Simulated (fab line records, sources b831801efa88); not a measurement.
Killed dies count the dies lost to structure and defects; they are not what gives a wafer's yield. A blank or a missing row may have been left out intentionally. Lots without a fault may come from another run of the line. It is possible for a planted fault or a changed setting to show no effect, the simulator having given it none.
Which of the tools did it?    flow gf180mcu    15 lots with 45 wafers sampled at 4 steps, on a route of 602 steps

## WHAT EACH GAUGE READ, for each wafer
GF_M2_CD_MEAS_14: target cd 280 nm. Usual: cdNm at 279.7 nm, with a standard deviation of 1.3.
lot   measured      on        cdNm (nm)          flag
L806  day 19 08:24  cdSem-02  281.5 279.5 280.9  
L807  day 19 13:04  cdSem-02  280.5 280.8 280.1  
L810  day 20 18:16  cdSem-01  280.4 280.5 280.7  
L811  day 21 03:49  cdSem-02  278.1 279.1 279.2  
L812  day 21 19:36  cdSem-01  279.6 280.2 280.0  
L813  day 22 06:15  cdSem-01  280.3 280.5 278.4  
L814  day 22 14:21  cdSem-01  278.4 279.0 279.6  
L816  day 23 00:23  cdSem-01  281.5 282.1 281.4  
L819  day 24 08:10  cdSem-02  278.0 278.0 278.7  
L822  day 25 01:46  cdSem-01  279.3 278.9 281.3  
L823  day 25 07:06  cdSem-02  277.3 278.6 278.3  
L824  day 26 00:10  cdSem-01  280.8 280.1 280.5  
L826  day 26 06:54  cdSem-01  279.5 280.9 278.8  
L828  day 26 23:22  cdSem-02  278.7 279.6 280.1  
L829  day 27 00:17  cdSem-01  278.9 280.5 279.6  

## TOOL THAT RAN EACH LOT (tool first, then ch and the chambers of the sampled wafers, then the start)
lot   GF_NWELL_IMPLANT_09             GF_CONTACT_SPUTTER_23        GF_CONTACT_CVD_24
L806  implanter-03 ch 0, day 3 11:05  pvdSputter-02, day 16 06:20  cvdW-01 ch 0, day 16 06:23
L807  implanter-04 ch 0, day 3 14:11  pvdSputter-04, day 16 09:53  cvdW-01 ch 0, day 16 09:58
L810  implanter-01 ch 0, day 4 06:20  pvdSputter-02, day 17 13:56  cvdW-02 ch 0,1, day 17 13:59
L811  implanter-04 ch 0, day 4 10:44  pvdSputter-02, day 18 00:20  cvdW-02 ch 0,1, day 18 00:23
L812  implanter-01 ch 0, day 4 17:11  pvdSputter-01, day 18 14:11  cvdW-01 ch 0,1, day 18 14:16
L813  implanter-01 ch 0, day 4 23:14  pvdSputter-04, day 19 02:25  cvdW-02 ch 0,1, day 19 02:27
L814  implanter-04 ch 0, day 5 04:35  pvdSputter-01, day 19 10:24  cvdW-02 ch 0,1, day 19 10:26
L816  implanter-01 ch 0, day 5 13:59  pvdSputter-02, day 19 21:20  cvdW-02 ch 1, day 19 21:22
L819  implanter-04 ch 0, day 6 06:56  pvdSputter-04, day 21 08:46  cvdW-02 ch 0,1, day 21 08:49
L822  implanter-04 ch 0, day 6 23:38  pvdSputter-04, day 21 22:18  cvdW-01 ch 0,1, day 21 22:20
L823  implanter-04 ch 0, day 7 04:50  pvdSputter-04, day 22 07:49  cvdW-02 ch 0,1, day 22 07:50
L824  implanter-01 ch 0, day 7 08:56  pvdSputter-04, day 22 19:07  cvdW-01 ch 0,1, day 22 19:09
L826  implanter-01 ch 0, day 7 22:46  pvdSputter-04, day 23 09:13  cvdW-02 ch 0,1, day 23 09:16
L828  implanter-03 ch 0, day 8 07:46  pvdSputter-02, day 24 02:36  cvdW-01 ch 0, day 24 02:38
L829  implanter-03 ch 0, day 8 13:04  pvdSputter-01, day 24 04:42  cvdW-02 ch 1, day 24 04:44
- GF_NWELL_IMPLANT_09
- GF_CONTACT_SPUTTER_23: material TiN, target thk 10 nm, time 40 s.
- GF_CONTACT_CVD_24: deposits W, target thk 300 nm, time 90.339 s.

## WHAT THE TOOLS THEMSELVES READ (means of the sampled wafers that have a number; where no wafer has one, the mark that the record gives instead)
GF_NWELL_IMPLANT_09. Usual: beamEnergyKeV at 160.00, with a standard deviation of 0.06.
lot   tool          beamEnergyKeV  flag
L806  implanter-03  160.03         
L807  implanter-04  159.97         
L810  implanter-01  159.86         
L811  implanter-04  159.90         
L812  implanter-01  159.99         
L813  implanter-01  159.97         
L814  implanter-04  160.06         
L816  implanter-01  160.03         
L819  implanter-04  185.42         OFF
L822  implanter-04  185.42         OFF
L823  implanter-04  185.37         OFF
L824  implanter-01  160.10         
L826  implanter-01  160.01         
L828  implanter-03  160.05         
L829  implanter-03  160.02         

GF_CONTACT_SPUTTER_23. Usual: throttleValvePct at 29.6 %, with a standard deviation of 1.1.
lot   tool           throttleValvePct (%)  flag
L806  pvdSputter-02  28.4                  
L807  pvdSputter-04  30.3                  
L810  pvdSputter-02  29.6                  
L811  pvdSputter-02  28.6                  
L812  pvdSputter-01  29.5                  
L813  pvdSputter-04  30.3                  
L814  pvdSputter-01  29.9                  
L816  pvdSputter-02  29.6                  
L819  pvdSputter-04  30.3                  
L822  pvdSputter-04  30.6                  
L823  pvdSputter-04  30.4                  
L824  pvdSputter-04  30.1                  
L826  pvdSputter-04  30.3                  
L828  pvdSputter-02  29.1                  
L829  pvdSputter-01  29.4                  

GF_CONTACT_CVD_24. Usual: heaterPowerW at 790 W, with a standard deviation of 51.
lot   tool     heaterPowerW (W)  flag
L806  cvdW-01  802               
L807  cvdW-01  805               
L810  cvdW-02  742               
L811  cvdW-02  748               
L812  cvdW-01  797               
L813  cvdW-02  742               
L814  cvdW-02  748               
L816  cvdW-02  710               
L819  cvdW-02  753               
L822  cvdW-01  817               
L823  cvdW-02  786               
L824  cvdW-01  806               
L826  cvdW-02  759               
L828  cvdW-01  777               
L829  cvdW-02  714               

## THE ANSWER, worked out from the rows above alone
Rule: a lot counts as off when the mean over its wafers that have a number is more than 3 standard deviations away from the usual mean. Also off: a lot with no number at a reading for which 4 or more lots have one. The other lots that the step has rows for count as sound. Order of review: gauges by route order, followed by the tools' own readings, for which a lot's mean as printed above is used. At the first step where some lot is off, the reading lying furthest off is the one used; lots without a number count as furthest.
Off: L819, L822, L823, at GF_NWELL_IMPLANT_09 (beamEnergyKeV).
A tool fits if, at that step or a process step before it, it ran every lot that is off, and no sound lot after the first of them. One candidate fits, namely implanter-04 at GF_NWELL_IMPLANT_09. A fault onset in the window from L814 (day 5 04:35, its last sound lot) to L819 (day 6 06:56, its first lot off) fits.
The tool's own readings at GF_NWELL_IMPLANT_09 bear it out: on the lots that are off they differ by more than 5 times the standard deviation of the sound lots' means. beamEnergyKeV reads 185.40 there against 160.00 on the sound lots.

## WHAT THE SIMULATOR HAD PUT IN
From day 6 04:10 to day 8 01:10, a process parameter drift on implanter-04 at GF_NWELL_IMPLANT_09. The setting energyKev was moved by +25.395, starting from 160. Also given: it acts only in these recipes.
Struck lots among those shown: L819, L822, L823. The rule above found the same.
